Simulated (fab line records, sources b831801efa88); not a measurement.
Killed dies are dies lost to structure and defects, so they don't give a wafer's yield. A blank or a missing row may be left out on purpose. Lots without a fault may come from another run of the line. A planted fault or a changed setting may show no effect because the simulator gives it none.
Tool commonality check | flow gf180mcu | 11 lots, 39 wafers sampled

WHY IT WAS OPENED
At GF_STI_THK_MEAS_04 the reading STI_CVD_03_THK is flagged on 2 of 11 lots. Wafers without a fault read 206.0 nm, standard deviation 1.6.
Rule: a lot is flagged when every wafer of it that has a number lies more than 4 standard deviations from that mean, or none has a number. The other lots count as sound.

lot  | measured    | on            | STI_CVD_03_THK (nm), wafer by wafer | flag
L453 | day 1 16:04 | film_metro-04 | 206.2 205.6 205.9                   |
L455 | day 2 00:01 | film_metro-01 | 207.3 207.6 209.0                   |
L456 | day 2 05:01 | film_metro-04 | 205.7 205.6 206.9                   |
L458 | day 2 15:13 | film_metro-03 | 204.4 203.6 204.2                   |
L459 | day 2 19:39 | film_metro-04 | 207.0 204.8 208.3                   |
L461 | day 3 06:16 | film_metro-01 | 206.5 204.3 206.4                   |
L462 | day 3 10:58 | film_metro-03 | 203.7 204.9 205.2                   |
L466 | day 4 07:22 | film_metro-04 | 206.9 207.1 207.0                   |
L469 | day 4 21:34 | film_metro-01 | 197.3 198.8 197.8 197.3 198.7 197.5 | FLAGGED
L470 | day 5 02:34 | film_metro-04 | 198.6 198.3 197.8 198.8 198.1 197.5 | FLAGGED
L472 | day 5 12:34 | film_metro-04 | 203.9 202.8 204.6                   |
The numbers of the flagged lots are 198.0 nm on average: -8.0 nm against the usual, or -5 standard deviations.

WHICH TOOL RAN EACH LOT
The record holds 1 process step before the reading, out of a route of 602 steps. In each cell: the tool, then ch and the chambers that the sampled wafers went through, then the start.
lot  | flag    | GF_STI_CVD_03
L453 |         | lpcvd-01 ch 0, day 1 13:05
L455 |         | lpcvd-02 ch 1, day 1 22:01
L456 |         | lpcvd-01 ch 0, day 2 03:02
L458 |         | lpcvd-01 ch 1, day 2 13:13
L459 |         | lpcvd-01 ch 1, day 2 17:38
L461 |         | lpcvd-02 ch 1, day 3 04:15
L462 |         | lpcvd-02 ch 0, day 3 08:58
L466 |         | lpcvd-01 ch 1, day 4 05:22
L469 | FLAGGED | lpcvd-01 ch 1, day 4 19:34
L470 | FLAGGED | lpcvd-01 ch 1, day 5 00:34
L472 |         | lpcvd-02 ch 1, day 5 10:34
What these steps do:
- GF_STI_CVD_03: deposits Si3N4 from DCS/NH3, target thk 207.16 nm, time 3551 s.
- GF_STI_THK_MEAS_04

FLAGGED OVER TOTAL, TOOL BY TOOL (the gauges that took the reading come last)
step               | tool          | lots run | flagged | share of the flagged lots | sound lots run after its first flagged lot
GF_STI_CVD_03      | lpcvd-01      | 7        | 2       | all                       | 0
GF_STI_CVD_03      | lpcvd-02      | 4        | 0       | none                      | -
GF_STI_THK_MEAS_04 | film_metro-01 | 3        | 1       | some                      | 0
GF_STI_THK_MEAS_04 | film_metro-03 | 2        | 0       | none                      | -
GF_STI_THK_MEAS_04 | film_metro-04 | 6        | 1       | some                      | 1 (L472)

WHAT THE TABLE ALLOWS
1 row of the table ran every flagged lot: lpcvd-01 at GF_STI_CVD_03.
- lpcvd-01 at GF_STI_CVD_03: 2 of its 7 lots flagged. Its last sound lot is L466 (day 4 05:22), its first flagged lot L469 (day 4 19:34): a fault that began between those two fits.
One tool is left: lpcvd-01 at GF_STI_CVD_03.

WHAT THE SIMULATOR HAD PUT IN
Process parameter drift: lpcvd-01, from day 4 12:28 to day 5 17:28, at GF_STI_CVD_03. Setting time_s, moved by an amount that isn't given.
Lots struck among those shown: L469, L470. The rule above found the same.
